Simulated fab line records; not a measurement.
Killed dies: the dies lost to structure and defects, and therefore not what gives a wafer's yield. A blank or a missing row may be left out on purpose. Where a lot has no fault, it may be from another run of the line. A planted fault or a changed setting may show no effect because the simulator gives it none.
What tool caused it? :: flow gf180mcu :: 6 lots (18 wafers sampled), 1 step of a 602-step route

== WHAT THE GAUGES READ, wafer by wafer ==
GF_SAB_OVL_MEAS_10.
lot: L450
measured: day 16 18:52
on: overlay-01
SAB_OVL (nm): 0.1 0.0 -1.3

lot: L451
measured: day 17 05:49
on: overlay-02
SAB_OVL (nm): 0.4 3.7 3.6

lot: L459
measured: day 20 02:01
on: overlay-02
SAB_OVL (nm): 1.1 -0.1 -1.5

lot: L466
measured: day 22 12:14
on: overlay-02
SAB_OVL (nm): -0.2 -1.4 0.1

lot: L468
measured: day 23 05:32
on: overlay-02
SAB_OVL (nm): 0.3 -1.2 2.1

lot: L470
measured: day 23 17:35
on: overlay-01
SAB_OVL (nm): 2.0 0.4 1.1

== WHICH TOOL RAN EACH LOT (tool, then ch and the chambers of the sampled wafers, then the start) ==
Before these readings, the record contains no process step.

== THE ANSWER, worked out from the rows above alone ==
Rule: what is usual is taken from the lots themselves. Put in order of their means at a reading, lots are off if they are a third of the lots or fewer, leave a main group of 4 or more, and stand apart from it by a gap of 3 or more times the standard deviation of the main group's means; of several such gaps the widest counts. A main group is skipped when, at the precision printed for the reading in the tables above, its means are all equal. Also off: a lot with no number at a reading for which 4 or more lots have one. The other lots that the step has rows for count as sound.
Nothing can be told from this: no lot is off at any reading shown.

== WHAT HAD BEEN PUT IN BY THE SIMULATOR ==
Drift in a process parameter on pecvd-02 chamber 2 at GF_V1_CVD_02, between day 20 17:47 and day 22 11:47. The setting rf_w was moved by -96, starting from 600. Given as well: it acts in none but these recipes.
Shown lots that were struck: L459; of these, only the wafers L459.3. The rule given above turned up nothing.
